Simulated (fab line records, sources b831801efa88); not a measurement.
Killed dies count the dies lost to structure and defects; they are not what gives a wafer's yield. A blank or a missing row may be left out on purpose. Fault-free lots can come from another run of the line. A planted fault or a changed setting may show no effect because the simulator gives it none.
A struck lot beside a sound one / flow sfq-line / 21 steps out of a route of 325
Sound: wafers L151.1, L151.3, L151.4. Struck: wafers L159.1, L159.4, L159.6. The cause comes at the end.
Per side, at each step with rows, come the tool, then ch with its chambers, and then its first start. Under that, the readings that differ: sound wafers / struck wafers / difference of the means / sigmas: that difference in standard deviations of wafers without a fault.
alike: same words and numbers on both sides, and readings whose means sit less than 2 such deviations apart. not compared: any withheld reading, any reading some wafer has no value for, any bound like >300 that may hide the same value, and any number with overlapping values for which the record gives no deviation.
The two part at a step that has a row with sigmas, a row that says differs or no value, or rows on one side only. Numbers that have no deviation but don't overlap get no sigmas and don't part them. A reading missing from all wafers of one side parts the sides only when that side holds two or more wafers.

SFQ_INCOMING_BOW_MEAS_900:
  sound on film-metro-03, day 2 06:00; struck on film-metro-03, day 3 22:00
  alike: INCOMING_BOW
then, 1 step without rows for these wafers: SFQ_TRILAYER_INCOMING_OXIDATION_002 (target thk 500 nm, ox time 4939 s).
SFQ_TRILAYER_L0_DEP_SPUTTER_003: material MoNx KI, target thk 40 nm, time 100 s.
  sound on pvd-sputter-03, day 2 08:29; struck on pvd-sputter-06, day 4 00:29
  alike: throttle-valve-pct
SFQ_L0_RS_MEAS_901: measurement is done with a four-point probe.
  sound on film-metro-03, day 2 08:53; struck on film-metro-02, day 4 00:37
  alike: L0_MONX_KI_RS
SFQ_L0_THK_MEAS_902: measures by xrf.
  sound on film-metro-03, day 2 09:00; struck on film-metro-02, day 4 00:44
  alike: L0_MONX_KI_THK
then, 6 steps without rows for these wafers: SFQ_TRILAYER_L0_LITHO_COAT_010 (resist thk 62 nm); SFQ_TRILAYER_L0_LITHO_COAT_005 (resist thk 600 nm); SFQ_TRILAYER_L0_LITHO_SOFTBAKE_009; SFQ_TRILAYER_L0_LITHO_EXPOSE_006 (exposes mask L0, target cd 2000 nm); SFQ_TRILAYER_L0_LITHO_PEB_008 (peb time 60 s); SFQ_TRILAYER_L0_LITHO_DEVELOP_007 (time 60 s).
SFQ_TRILAYER_L0_BARC_OPEN_METAL_ETCH_010: etches BARC in O2, target depth 125 nm, time 41.7 s.
  sound on rie-metal-01 ch 0,1, day 3 10:49; struck on rie-metal-01 ch 0,1, day 5 03:17
  no value came back on the struck wafers for bias-w (W), chamber-pressure-mTorr (mTorr), drypump-motor-current-A (A), oes-product-au (a.u.); on the sound wafers bias-w (W) reads 80.13 80.56 79.74
reading=model.KrF_of_TRILAYER_L0_LITHO_COAT_005.thk-nm (nm); sound=520 522.4 522; struck=571.7 572.9 571.7; difference=+50.6; sigmas=
  not compared: rf-hours-counter-h
SFQ_TRILAYER_L0_ETCH_METAL_ETCH_008: etches MoNx KI in SF6/O2, stops on SiO2, target depth 50 nm, time 25 s.
  sound on rie-metal-01 ch 0,1, day 3 10:53; struck on rie-metal-01 ch 0,1, day 5 03:21
reading=oes-product-au (a.u.); sound=0.881 0.870 0.874; struck=0.371 0.374 0.382; difference=-0.499; sigmas=-82
reading=model.KrF_of_TRILAYER_L0_LITHO_COAT_005.thk-nm (nm); sound=477.8 480.1 479.8; struck=530.1 531.3 529.6; difference=+51.1; sigmas=
  alike: bias-w, chamber-pressure-mTorr, drypump-motor-current-A
  not compared: rf-hours-counter-h
SFQ_TRILAYER_L0_STRIP_STRIP_009: strips in O2.
  sound on rie-metal-01 ch 0,1, day 3 10:55; struck on rie-metal-01 ch 0,1, day 5 03:24
  alike: chamber-pressure-mTorr, drypump-motor-current-A, oes-product-au
  not compared: rf-hours-counter-h
then, 1 step without rows for these wafers: SFQ_TRILAYER_L0_STRIP_SOLV_CLEAN_010 (cleans in NMP, time 600 s).
SFQ_TRILAYER_L0_CAP_PECVD_011: deposits SiO2 from SiH4/N2O, time 13.333 s, target thk 60 nm.
  sound on pecvd-03 ch 0,2, day 3 11:42; struck on pecvd-03 ch 0,1,2, day 5 04:10
  alike: heater-power-w, throttle-valve-pct
then, 3 steps without rows for these wafers: SFQ_TRILAYER_L0_VIA_LITHO_COAT_018 (resist thk 62 nm); SFQ_TRILAYER_L0_VIA_LITHO_COAT_013 (resist thk 650 nm); SFQ_TRILAYER_L0_VIA_LITHO_SOFTBAKE_017.
-- the record jumps here: 3 days lie between the struck wafers' starts before and after --
SFQ_TRILAYER_L0_VIA_LITHO_EXPOSE_014: exposes mask L0V, target cd 700 nm.
  sound on krf-scanner-02 ch 0, day 6 04:23; struck on krf-scanner-02, day 8 10:13
  no value came back on the struck wafers for exposure-dose-mJ-cm2, focus-offset-nm (nm), stage-vel-mm-s (mm/s); on the sound wafers exposure-dose-mJ-cm2 reads 21.312 21.328 21.319
  alike: mask
then, 1 step without rows for these wafers: SFQ_TRILAYER_L0_VIA_LITHO_PEB_016 (peb time 60 s).

## WHERE THEY PART
At SFQ_TRILAYER_L0_BARC_OPEN_METAL_ETCH_010 first; at SFQ_TRILAYER_L0_VIA_LITHO_EXPOSE_014 last (within this record only).

WHY: the cause the simulator had injected
Whole step skipped at SFQ_TRILAYER_L0_BARC_OPEN_METAL_ETCH_010 on rie-metal-01, starting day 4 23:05. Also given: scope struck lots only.
